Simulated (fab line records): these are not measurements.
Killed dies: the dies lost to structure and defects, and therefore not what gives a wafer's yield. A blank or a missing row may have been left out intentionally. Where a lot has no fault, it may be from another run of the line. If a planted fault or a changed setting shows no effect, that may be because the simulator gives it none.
A struck lot beside a sound one -- flow sky130 -- 20 out of 708 route steps
Sound: these wafers, L181.2, L181.4, L181.5. Struck: wafer L187.5. (L187.4, L187.6 of the same lot were not struck and are left out.) The cause comes at the end.
Per side, at each step with rows, come the tool, then ch with its chambers, and then its first start. Under that, the readings that differ: sound wafers -- struck wafers -- difference of the means -- sigmas: that difference in standard deviations of wafers without a fault.
alike: words and numbers the same on both sides, and readings whose means are apart by under 2 such deviations; not compared: readings that were withheld, readings missing a value for some wafer, numbers with overlapping values and no deviation given by the record, and bounds like >300 which may hide the same value.
The two part at a step that has a row with sigmas, a row that says differs or no value, or rows on one side only. Numbers that have no deviation but don't overlap get no sigmas and don't part them. A reading that every wafer of one side lacks parts them only if that side has two wafers or more.

SKY_FIELD_ISO_BOW_MEAS_00:
  struck on film-metro-03, day 2 16:04; sound on film-metro-03, day 1 10:01
  alike: INCOMING_BOW
then, 1 step without rows for these wafers: SKY_FIELD_ISO_OXIDATION_01 (stabilise 600 s, purge 300 s, target thk 12 nm).
SKY_FIELD_ISO_THK_MEAS_02:
  struck on film-metro-03, day 2 19:06; sound on film-metro-03, day 1 11:38
  alike: FIELD_ISO_OXIDATION_00_THK
then, 1 step without rows for these wafers: SKY_FIELD_ISO_CVD_03 (deposits Si3N4 from DCS/NH3, target thk 165 nm, time 2830 s).
SKY_FIELD_ISO_THK_MEAS_04:
  struck on film-metro-03, day 2 21:28; sound on film-metro-04, day 1 13:38
  alike: FIELD_ISO_CVD_03_THK
then, 5 steps without rows for these wafers: SKY_FIELD_ISO_DEHYDRATE_05 (time 60 s); SKY_FIELD_ISO_HMDS_06 (prime time 60 s); SKY_FIELD_ISO_COAT_07 (resist thk 60 nm); SKY_FIELD_ISO_COAT_08 (resist thk 450 nm); SKY_FIELD_ISO_SOFTBAKE_09 (time 90 s).
SKY_FIELD_ISO_EXPOSE_10: exposes mask FOM, target cd 150 nm.
  sound on krf-scanner-01 ch 0, day 1 21:04; struck on krf-scanner-01 ch 0, day 3 05:28
  alike: mask
then, 2 steps without rows for these wafers: SKY_FIELD_ISO_PEB_11; SKY_FIELD_ISO_DEVELOP_12 (develop time 60 s).
SKY_FIELD_ISO_CD_MEAS_13: target cd 150 nm.
  struck on cd-sem-01, day 3 12:58; sound on cd-sem-02, day 2 03:48
reading,sound,struck,difference,sigmas
cd-nm (nm),145.6 147.2 146.4,54.6,-91.8,-57
SKY_FIELD_ISO_ETCH_14: etches BARC in N2/H2, stops on SiO2, time 45.9 s, target depth 60 nm.
  sound on rie-diel-04 ch 2,3, day 2 03:54; struck on rie-diel-01 ch 2, day 3 13:02
reading,sound,struck,difference,sigmas
drypump-motor-current-A (A),5.77 5.74 5.46,6.25,+0.59,+2
model.FIELD_ISO.cd-nm (nm),144.7 145.9 147.3,52.32,-93.65,
  alike: chamber-pressure-mTorr, oes-product-au, throttle-valve-pct
  not compared: rf-hours-counter-h
SKY_FIELD_ISO_ETCH_15: etches the open film in CHF3/O2, stops on Si, target depth 180 nm, time 72 s.
  sound on rie-diel-04 ch 2,3, day 2 03:56; struck on rie-diel-01 ch 2, day 3 13:04
reading,sound,struck,difference,sigmas
drypump-motor-current-A (A),5.74 5.77 5.42,6.24,+0.60,+2
  alike: chamber-pressure-mTorr, oes-product-au, throttle-valve-pct
  not compared: rf-hours-counter-h
SKY_FIELD_ISO_STRIP_16: strips in O2/N2.
  sound on plasma-asher-02 ch 0,1, day 2 04:00; struck on plasma-asher-02 ch 0, day 3 13:10
  alike: chamber-pressure-mTorr, drypump-motor-current-A, oes-product-au, strip-time-to-endpoint-s
  not compared: rf-hours-counter-h
SKY_FIELD_ISO_ETCH_17: etches Si in HBr/Cl2/O2, target depth 342 nm, time 97.7 s.
  sound on rie-si-01 ch 0,2,3, day 2 04:06; struck on rie-si-01 ch 2, day 3 13:14
reading,sound,struck,difference,sigmas
model.FIELD_ISO.cd-nm (nm),145.2 147.1 149.3,51.8,-95.4,
  alike: chamber-pressure-mTorr, drypump-motor-current-A, oes-product-au, throttle-valve-pct
  not compared: rf-hours-counter-h
then, 1 step without rows for these wafers: SKY_FIELD_ISO_WET_ETCH_18 (etches Si3N4 in H3PO4, target depth 25 nm, time 286 s).
-- the record jumps here: 44 days lie between the struck wafers' starts before and after (it left off in module FIELD_ISO and takes up again in module PAD_OPEN, whose first step shown is number 708 of the route) --
SKY_PAD_OPEN_PROBE_99:
  struck on prober-02, day 47 15:26; sound on prober-02, day 46 09:19
reading,sound,struck,difference,sigmas
killed-at-front-end,8 13 14,427,+415,+88
killed-dies,80 75 97,492,+408,+42
killed-on-rim,16 15 17,96,+80,+22
  alike: killed_at_M0_to_M3, killed_at_M4_up, killed-at-contacts, killed-at-other, killed-open, killed-short

## WHERE THEY PART
At SKY_FIELD_ISO_CD_MEAS_13 first; at SKY_PAD_OPEN_PROBE_99 last (within this record only).

WHY: the cause the simulator had injected
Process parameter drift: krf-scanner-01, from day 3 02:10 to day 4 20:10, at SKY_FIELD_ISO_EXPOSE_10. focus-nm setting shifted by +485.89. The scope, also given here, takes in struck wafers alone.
